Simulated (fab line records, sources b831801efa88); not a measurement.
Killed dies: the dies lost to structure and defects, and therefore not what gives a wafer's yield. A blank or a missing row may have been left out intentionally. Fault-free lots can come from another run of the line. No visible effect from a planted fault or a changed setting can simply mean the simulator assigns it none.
What tool caused it? || flow sky130 || 42 wafers from 14 lots sampled at 2 of the route's 708 steps

WHAT EACH GAUGE READ, for each wafer
SKY_LDD_HVN_TW_MEAS_10. Usual: for LDD_HVN_TW the level is 1448 and the standard deviation is 8.9.
{"lot": "L386", "measured": "day 20 22:52", "on": "film-metro-02", "LDD_HVN_TW": "1448 1443 1447", "flag": ""}
{"lot": "L387", "measured": "day 21 06:53", "on": "film-metro-03", "LDD_HVN_TW": "1452 1463 1455", "flag": ""}
{"lot": "L390", "measured": "day 22 09:45", "on": "film-metro-02", "LDD_HVN_TW": "1445 1446 1454", "flag": ""}
{"lot": "L389", "measured": "day 22 11:27", "on": "film-metro-02", "LDD_HVN_TW": "1445 1440 1443", "flag": ""}
{"lot": "L391", "measured": "day 22 19:28", "on": "film-metro-03", "LDD_HVN_TW": "1466 1463 1462", "flag": ""}
{"lot": "L392", "measured": "day 23 03:31", "on": "film-metro-03", "LDD_HVN_TW": "1468 1467 1461", "flag": ""}
{"lot": "L395", "measured": "day 24 09:27", "on": "film-metro-02", "LDD_HVN_TW": "1455 1452 1460", "flag": ""}
{"lot": "L397", "measured": "day 24 19:47", "on": "film-metro-03", "LDD_HVN_TW": "1460 1459 1460", "flag": ""}
{"lot": "L398", "measured": "day 25 14:47", "on": "film-metro-02", "LDD_HVN_TW": "1328 1333 1331 1337 1336 1327", "flag": "OFF"}
{"lot": "L401", "measured": "day 26 05:31", "on": "film-metro-01", "LDD_HVN_TW": "1343 1344 1344 1341 1344 1338", "flag": "OFF"}
{"lot": "L403", "measured": "day 26 13:22", "on": "film-metro-01", "LDD_HVN_TW": "1445 1449 1454", "flag": ""}
{"lot": "L407", "measured": "day 28 05:43", "on": "film-metro-01", "LDD_HVN_TW": "1430 1432 1436", "flag": ""}
{"lot": "L408", "measured": "day 28 13:16", "on": "film-metro-02", "LDD_HVN_TW": "1448 1445 1453", "flag": ""}
{"lot": "L409", "measured": "day 29 00:21", "on": "film-metro-02", "LDD_HVN_TW": "1440 1443 1432", "flag": ""}

EACH LOT AND THE TOOL THAT RAN IT (in order: tool; ch and the chambers of the sampled wafers; start)
{"lot": "L386", "SKY_LDD_HVN_IMPLANT_08": "implanter-04 ch 0, day 20 22:38"}
{"lot": "L387", "SKY_LDD_HVN_IMPLANT_08": "implanter-04 ch 0, day 21 06:38"}
{"lot": "L390", "SKY_LDD_HVN_IMPLANT_08": "implanter-01 ch 0, day 22 09:32"}
{"lot": "L389", "SKY_LDD_HVN_IMPLANT_08": "implanter-01 ch 0, day 22 11:13"}
{"lot": "L391", "SKY_LDD_HVN_IMPLANT_08": "implanter-02 ch 0, day 22 19:14"}
{"lot": "L392", "SKY_LDD_HVN_IMPLANT_08": "implanter-01 ch 0, day 23 03:16"}
{"lot": "L395", "SKY_LDD_HVN_IMPLANT_08": "implanter-01 ch 0, day 24 09:13"}
{"lot": "L397", "SKY_LDD_HVN_IMPLANT_08": "implanter-02 ch 0, day 24 19:32"}
{"lot": "L398", "SKY_LDD_HVN_IMPLANT_08": "implanter-01 ch 0, day 25 14:32"}
{"lot": "L401", "SKY_LDD_HVN_IMPLANT_08": "implanter-01 ch 0, day 26 05:17"}
{"lot": "L403", "SKY_LDD_HVN_IMPLANT_08": "implanter-04 ch 0, day 26 13:08"}
{"lot": "L407", "SKY_LDD_HVN_IMPLANT_08": "implanter-02 ch 0, day 28 05:28"}
{"lot": "L408", "SKY_LDD_HVN_IMPLANT_08": "implanter-02 ch 0, day 28 13:01"}
{"lot": "L409", "SKY_LDD_HVN_IMPLANT_08": "implanter-02 ch 0, day 29 00:07"}
- SKY_LDD_HVN_IMPLANT_08

AS READ BY THE TOOLS THEMSELVES (means over the sampled wafers that have a number; for cases with no such wafer, the mark the record gives instead)
SKY_LDD_HVN_IMPLANT_08. Usual: beam-energy-keV reads 60.002 (standard deviation 0.018).
{"lot": "L386", "tool": "implanter-04", "beam-energy-keV": 60.014, "flag": ""}
{"lot": "L387", "tool": "implanter-04", "beam-energy-keV": 59.991, "flag": ""}
{"lot": "L390", "tool": "implanter-01", "beam-energy-keV": 59.998, "flag": ""}
{"lot": "L389", "tool": "implanter-01", "beam-energy-keV": 59.998, "flag": ""}
{"lot": "L391", "tool": "implanter-02", "beam-energy-keV": 59.992, "flag": ""}
{"lot": "L392", "tool": "implanter-01", "beam-energy-keV": 59.987, "flag": ""}
{"lot": "L395", "tool": "implanter-01", "beam-energy-keV": 60.003, "flag": ""}
{"lot": "L397", "tool": "implanter-02", "beam-energy-keV": 59.995, "flag": ""}
{"lot": "L398", "tool": "implanter-01", "beam-energy-keV": 44.519, "flag": "OFF"}
{"lot": "L401", "tool": "implanter-01", "beam-energy-keV": 44.519, "flag": "OFF"}
{"lot": "L403", "tool": "implanter-04", "beam-energy-keV": 60.005, "flag": ""}
{"lot": "L407", "tool": "implanter-02", "beam-energy-keV": 59.974, "flag": ""}
{"lot": "L408", "tool": "implanter-02", "beam-energy-keV": 60.034, "flag": ""}
{"lot": "L409", "tool": "implanter-02", "beam-energy-keV": 60.029, "flag": ""}

THE ANSWER, worked out from the rows above alone
Rule: lot off if the mean of its wafers having a number is beyond 3 standard deviations from the usual mean. Also off: a lot with no number at a reading for which 4 or more lots have one. All remaining lots with rows at the step are treated as sound. The gauges are gone through in route order, then the tools' own readings, and for those a lot's mean is taken as printed above. At the first step where some lot is off, the reading lying furthest off is the one used; lots without a number count as furthest.
Off: L398, L401, at SKY_LDD_HVN_TW_MEAS_10 (LDD_HVN_TW).
If a tool, at a process step before that reading, ran all the lots that are off and no sound lot after the first of them, it fits. Not tried: the gauges at SKY_LDD_HVN_TW_MEAS_10; whatever is off there is also off at SKY_LDD_HVN_IMPLANT_08, on other tools, and gauge error can't account for it. One fits: SKY_LDD_HVN_IMPLANT_08 on implanter-01. Its last sound lot is L395 (day 24 09:13), its first lot that is off L398 (day 25 14:32): a fault that began between those two fits.
On the lots that are off, the tool's own readings at SKY_LDD_HVN_IMPLANT_08 differ by more than 5 times the standard deviation of the sound lots' means, which bears it out; beam-energy-keV reads 44.519 there versus 60.002 on the sound lots.

WHAT WAS PUT IN BY THE SIMULATOR
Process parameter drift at SKY_LDD_HVN_IMPLANT_08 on implanter-01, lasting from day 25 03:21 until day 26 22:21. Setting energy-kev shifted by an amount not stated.
Lots struck among those shown: L398, L401. The rule above reached the same finding.
